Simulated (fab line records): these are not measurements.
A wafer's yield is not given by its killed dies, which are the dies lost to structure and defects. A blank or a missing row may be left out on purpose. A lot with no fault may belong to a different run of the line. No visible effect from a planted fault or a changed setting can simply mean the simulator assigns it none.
The tool behind it: which one? | flow gf180mcu | 11 lots with 32 wafers sampled at 6 steps, on a route of 602 steps

== WHAT EACH GAUGE READ, for each wafer ==
GF_CONTACT_OVL_MEAS_15.
lot  | measured     | on         | CONTACT_OVL (nm)
L356 | day 17 09:17 | overlay-01 | -14 -16 -18
L357 | day 17 18:20 | overlay-01 | 0 -1 -2
L358 | day 17 20:32 | overlay-02 | -4 -15 -7
L359 | day 18 10:17 | overlay-01 | -4 -2 -7
L360 | day 19 01:52 | overlay-01 | -11 -8
L366 | day 20 22:05 | overlay-01 | -7 -12 -19
L367 | day 21 06:20 | overlay-01 | -8 -2 -10
L368 | day 21 15:05 | overlay-01 | -3 -7 -8
L370 | day 22 06:58 | overlay-01 | 5 -3 -3
L372 | day 22 21:46 | overlay-01 | -11 -9 -6
L375 | day 24 01:07 | overlay-02 | -6 -7 -5

GF_V1_RS_MEAS_24: uses a four-point probe to measure.
lot  | measured     | on            | V1_W_RS (ohm/sq)
L356 | day 19 13:42 | film metro-01 | 0.331 0.332 0.331
L357 | day 19 22:16 | film metro-02 | 0.325 0.327 0.324
L358 | day 20 00:14 | film metro-02 | 0.334 0.333 0.336
L359 | day 20 15:06 | film metro-02 | 0.325 0.327 0.326
L360 | day 21 06:35 | film metro-03 | 0.328 0.326
L366 | day 23 00:24 | film metro-02 | 0.332 0.331 0.333
L367 | day 23 08:54 | film metro-03 | 0.242 0.242 0.241
L368 | day 23 16:32 | film metro-03 | 0.326 0.334 0.331
L370 | day 24 07:44 | film metro-01 | 0.244 0.244 0.243
L372 | day 24 22:04 | film metro-03 | 0.333 0.329 0.331
L375 | day 26 00:13 | film metro-02 | 0.325 0.326 0.322

GF_V1_THK_MEAS_25: measures by xrf.
lot  | measured     | on            | V1_W_THK (nm)
L356 | day 19 13:49 | film metro-01 | 332 333 334
L357 | day 19 22:22 | film metro-02 | 342 343 345
L358 | day 20 00:20 | film metro-02 | 338 339 336
L359 | day 20 15:13 | film metro-02 | 346 346 345
L360 | day 21 06:42 | film metro-03 | 333 338
L366 | day 23 00:31 | film metro-02 | 336 339 334
L367 | day 23 09:01 | film metro-03 | 443 444 446
L368 | day 23 16:38 | film metro-03 | 333 327 329
L370 | day 24 07:51 | film metro-01 | 452 453 453
L372 | day 24 22:11 | film metro-03 | 330 333 331
L375 | day 26 00:19 | film metro-02 | 346 346 350

== WHAT TOOL EACH LOT RAN ON (gives the tool, then ch and the chambers of the sampled wafers, and finally the start) ==
lot  | GF_SAB_CVD_00                   | GF_CONTACT_ETCH_16                 | GF_V1_CVD_23
L356 | pecvd-03 ch 0,2, day 15 10:53   | rie diel-03 ch 0,2,3, day 17 09:19 | cvd w-02 ch 0,1, day 19 13:34
L357 | pecvd-03 ch 1,2, day 15 19:08   | rie diel-03 ch 0,1, day 17 18:22   | cvd w-01 ch 0,1, day 19 22:08
L358 | pecvd-02 ch 0,1,2, day 15 21:50 | rie diel-01 ch 1,2,3, day 17 20:34 | cvd w-02 ch 0,1, day 20 00:06
L359 | pecvd-02 ch 0,1,2, day 16 10:02 | rie diel-03 ch 1,2,3, day 18 10:19 | cvd w-01 ch 0,1, day 20 14:58
L360 | pecvd-02 ch 0,2, day 17 00:11   | rie diel-02 ch 1,3, day 19 01:55   | cvd w-02 ch 0,1, day 21 06:28
L366 | pecvd-02 ch 0,1,2, day 18 19:26 | rie diel-01 ch 2,3, day 20 22:07   | cvd w-02 ch 0,1, day 23 00:16
L367 | pecvd-04 ch 0,1,2, day 19 04:32 | rie diel-03 ch 0,1,2, day 21 06:22 | cvd w-01 ch 0, day 23 08:46
L368 | pecvd-04 ch 0,1,2, day 19 13:17 | rie diel-03 ch 1,2, day 21 15:07   | cvd w-02 ch 0,1, day 23 16:25
L370 | pecvd-03 ch 0,2, day 20 05:22   | rie diel-03 ch 1,2,3, day 22 07:01 | cvd w-01 ch 0,1, day 24 07:37
L372 | pecvd-02 ch 0,1, day 20 22:08   | rie diel-02 ch 0,1, day 22 21:49   | cvd w-02 ch 0,1, day 24 21:57
L375 | pecvd-02 ch 1,2, day 22 01:08   | rie diel-02 ch 0,1,3, day 24 01:09 | cvd w-02 ch 0,1, day 26 00:05
- GF_SAB_CVD_00: deposits SiO2 from TEOS, target thk 50 nm, time 4.9302 s.
- GF_CONTACT_ETCH_16: etches BARC in N2/H2.
- GF_V1_CVD_23: deposits W, target thk 350 nm, time 105.05 s.

== AS READ BY THE TOOLS THEMSELVES (means over the sampled wafers that have a number; for cases with no such wafer, the mark the record gives instead) ==
GF_SAB_CVD_00.
lot  | tool     | heater power w (W)
L356 | pecvd-03 | 517
L357 | pecvd-03 | 562
L358 | pecvd-02 | 630
L359 | pecvd-02 | 590
L360 | pecvd-02 | 664
L366 | pecvd-02 | 607
L367 | pecvd-04 | 615
L368 | pecvd-04 | 624
L370 | pecvd-03 | 563
L372 | pecvd-02 | 559
L375 | pecvd-02 | 683

GF_CONTACT_ETCH_16.
lot  | tool        | drypump motor current A (A) | oes product au (a.u.) | throttle valve pct (%)
L356 | rie diel-03 | 5.8                         | 0.853                 | 13.229
L357 | rie diel-03 | 5.7                         | 0.856                 | 13.230
L358 | rie diel-01 | 5.8                         | 0.854                 | 13.221
L359 | rie diel-03 | 6.0                         | 0.860                 | 13.230
L360 | rie diel-02 | 5.9                         | 0.855                 | 13.220
L366 | rie diel-01 | 6.3                         | 0.858                 | 13.224
L367 | rie diel-03 | 5.7                         | 0.855                 | 13.227
L368 | rie diel-03 | 5.9                         | 0.854                 | 13.216
L370 | rie diel-03 | 6.0                         | 0.852                 | 13.228
L372 | rie diel-02 | 5.9                         | 0.863                 | 13.227
L375 | rie diel-02 | 5.8                         | 0.861                 | 13.233

GF_V1_CVD_23.
lot  | tool     | heater power w (W)
L356 | cvd w-02 | 899
L357 | cvd w-01 | 820
L358 | cvd w-02 | 847
L359 | cvd w-01 | 812
L360 | cvd w-02 | 873
L366 | cvd w-02 | 900
L367 | cvd w-01 | 774
L368 | cvd w-02 | 890
L370 | cvd w-01 | 815
L372 | cvd w-02 | 878
L375 | cvd w-02 | 922

== THE ANSWER, worked out from the rows above alone ==
Rule: the usual values come from the lots themselves. Put in order of their means at a reading, lots are off if they are a third of the lots or fewer, leave a main group of 4 or more, and stand apart from it by a gap of 3 or more times the standard deviation of the main group's means; of several such gaps the widest counts. A main group is skipped when, at the precision printed for the reading in the tables above, its means are all equal. Also off: a lot with no number at a reading for which 4 or more lots have one. The other lots that the step has rows for count as sound. The gauges are gone through in route order, then the tools' own readings, and for those a lot's mean is taken as printed above. At the first step where some lot is off, the reading lying furthest off is the one used; lots without a number count as furthest.
Off: at GF_V1_RS_MEAS_24 (V1_W_RS), L367, L370. The main group: mean 0.329 ohm/sq, standard deviation 0.0033.
A tool fits if, at a process step before that reading, it ran every lot that is off, and no sound lot after the first of them. The gauges at GF_V1_RS_MEAS_24 are tried like those tools. One fits: GF_V1_CVD_23 on cvd w-01. Its last sound lot is L359 (day 20 14:58), its first lot that is off L367 (day 23 08:46): a fault that began between those two fits.

== WHAT THE SIMULATOR HAD INSERTED ==
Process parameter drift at GF_V1_CVD_23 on cvd w-01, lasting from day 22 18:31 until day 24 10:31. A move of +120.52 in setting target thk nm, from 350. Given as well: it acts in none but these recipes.
Shown lots that were struck: L367, L370. The same result came from the rule above.
